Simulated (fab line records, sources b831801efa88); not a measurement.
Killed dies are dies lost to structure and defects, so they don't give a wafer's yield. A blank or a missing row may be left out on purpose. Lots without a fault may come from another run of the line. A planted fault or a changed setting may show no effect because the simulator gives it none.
One fault seen from 2 desks | flow sfq_line | each desk has only its own numbers; what lay behind them comes last

THE METROLOGY DESK
What the gauges read, lot by lot, whatever tool the lot ran on: means of the sampled wafers that have a number. A lot is out of limits, marked OUT, if its mean lies more than 4 standard deviations from the usual mean; the brackets give that distance.
Columns: A = M0_NB_RS at SFQ_M0_RS_MEAS_904, usual 0.887 ohm/sq
lot  | first seen here | A
L930 | day 8 11:56     | 0.882
L931 | day 8 19:10     | 0.874
L932 | day 9 01:08     | 0.885
L933 | day 9 04:44     | 0.871
L935 | day 9 23:19     | 0.891
L941 | day 11 11:50    | 0.751 (-15) OUT
L943 | day 11 23:17    | 0.748 (-16) OUT
L944 | day 12 06:26    | 0.872
L946 | day 13 01:02    | 0.898
L947 | day 13 13:16    | 0.898
L948 | day 13 22:52    | 0.891
L950 | day 14 12:29    | 0.897
L951 | day 14 17:31    | 0.887
L952 | day 15 00:13    | 0.895
This desk's finding: out of limits on L941, L943; first on L941, day 11 11:50 (M0_NB_RS at SFQ_M0_RS_MEAS_904). In limits: L930, L931, L932, L933, L935, L944, L946, L947, L948, L950, L951, L952.

THE TOOL OWNER'S DESK: pvd_sputter-06
The tool's own readings at SFQ_TRILAYER_M0_DEP_SPUTTER_019 (material Nb, target thk 200 nm, time 133.3 s): means of the sampled wafers that have a number, for each lot that ran on this tool. A lot is out of limits, marked OUT, if its mean lies more than 4 standard deviations from the usual mean; the brackets give that distance.
Columns: A = cathode_dc_power_W at SFQ_TRILAYER_M0_DEP_SPUTTER_019, usual 2000.0 W; B = throttle_valve_pct at SFQ_TRILAYER_M0_DEP_SPUTTER_019, usual 29.8 %
lot  | first seen here | A                        | B
L931 | day 8 19:03     | 2000.1                   | 30.0
L941 | day 11 11:44    | 2375.7 (+99 or more) OUT | 29.3
L943 | day 11 23:08    | 2375.5 (+99 or more) OUT | 31.0
L952 | day 15 00:06    | 1999.8                   | 29.8
This desk's finding: out of limits on L941, L943; first on L941, day 11 11:44 (cathode_dc_power_W at SFQ_TRILAYER_M0_DEP_SPUTTER_019). In limits: L931, L952.

PUT TOGETHER
The tool owner's desk could have raised an alarm at day 11 11:44, on L941, L943.
The metrology desk could have raised an alarm at day 11 11:50, on L941, L943.
Of the lots named, all ran SFQ_TRILAYER_M0_DEP_SPUTTER_019 on pvd_sputter-06.

WHAT THE SIMULATOR HAD PUT IN
Process parameter drift: pvd_sputter-06, from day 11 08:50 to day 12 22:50, at SFQ_TRILAYER_M0_DEP_SPUTTER_019. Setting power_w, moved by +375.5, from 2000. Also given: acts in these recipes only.
Lots struck among those shown: L941, L943.
Hours from the fault's start to each desk's first reading out of limits: the tool owner's desk, 3; the metrology desk, 3.
